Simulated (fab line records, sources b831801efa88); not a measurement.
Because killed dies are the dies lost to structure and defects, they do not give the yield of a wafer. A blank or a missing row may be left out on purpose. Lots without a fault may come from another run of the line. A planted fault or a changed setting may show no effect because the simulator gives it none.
A struck lot beside a sound one || flow sky130 || 18 steps out of a route of 708
Sound: wafers L779.1, L779.2, L779.6. Wafers struck: L773.1, L773.2, L773.6. At the end, the cause is stated.
At each step with rows: each side's tool, then ch and its chambers, then its first start. Under that, the readings that differ: sound wafers || struck wafers || difference of the means || sigmas: that difference in standard deviations of wafers without a fault.
alike: a reading whose means differ by less than 2 such deviations, as well as words and numbers matching on both sides. not compared: withheld readings; readings where some wafer has no value; bounds like >300 that might hide an equal value; numbers whose values overlap and for which the record gives no deviation.
The two part at a step that has a row with sigmas, a row that says differs or no value, or rows on one side only. Non-overlapping numbers with no deviation appear without sigmas and do not part them. Lack of a reading on every wafer of one side parts them only where that side has two or more wafers.

first, 6 steps without rows for these wafers: SKY_DNWELL_COAT_02 (resist thk 3000 nm); SKY_DNWELL_SOFTBAKE_03; SKY_DNWELL_EXPOSE_04 (exposes mask DNM, target cd 3000 nm); SKY_DNWELL_PEB_05; SKY_DNWELL_DEVELOP_06 (develop time 60 s); SKY_DNWELL_IMPLANT_07.
SKY_DNWELL_STRIP_08: strips in O2/N2.
  sound on plasmaAsher-01 ch 0,1, day 6 20:00; struck on plasmaAsher-02 ch 0,1, day 5 04:47
  alike: drypumpMotorCurrentA, oesProductAu, stripTimeToEndpointS
  not compared: rfHoursCounterH
SKY_DNWELL_TW_MEAS_09:
  sound: filmMetro-03 at day 6 20:06; struck: filmMetro-01 at day 5 04:53
  alike: DNWELL_TW
then, 4 steps without rows for these wafers: SKY_PWDE_DEHYDRATE_00 (time 60 s); SKY_PWDE_HMDS_01 (prime time 60 s); SKY_PWDE_COAT_02 (resist thk 3000 nm); SKY_PWDE_SOFTBAKE_03.
SKY_PWDE_EXPOSE_04: exposes mask PWDEM, target cd 840 nm.
  sound on ilineStepper-02 ch 0, day 7 06:02; struck on ilineStepper-01 ch 0, day 5 14:08
  alike: mask
then, 2 steps without rows for these wafers: SKY_PWDE_PEB_05; SKY_PWDE_DEVELOP_06 (develop time 60 s).
SKY_PWDE_OVL_MEAS_07:
  sound: overlay-01 at day 7 14:52; struck: overlay-02 at day 5 21:59
{"reading": "PWDE_OVL (nm)", "sound": "0.7 -0.3 1.8", "struck": "11.0 11.0 10.6", "difference": "+10.1", "sigmas": "+6"}
next, for these wafers, 1 step has no rows: SKY_PWDE_IMPLANT_08.
-- the record jumps here: 42 days lie between the struck wafers' starts before and after (it left off in module PWDE and takes up again in module PAD_OPEN, whose first step shown is number 708 of the route) --
SKY_PAD_OPEN_PROBE_99:
  sound: prober-01 at day 49 19:40; struck: prober-02 at day 48 07:12
  alike: killed_at_M0_to_M3, killed_at_M4_up, killedAtContacts, killedAtFrontEnd, killedAtOther, killedDies, killedOpen, killedShort

## WHERE THEY PART
SKY_PWDE_OVL_MEAS_07 only, going by this record. Later steps at which nothing parts them and some readings are alike: SKY_PAD_OPEN_PROBE_99.

WHY: what had been put in by the simulator
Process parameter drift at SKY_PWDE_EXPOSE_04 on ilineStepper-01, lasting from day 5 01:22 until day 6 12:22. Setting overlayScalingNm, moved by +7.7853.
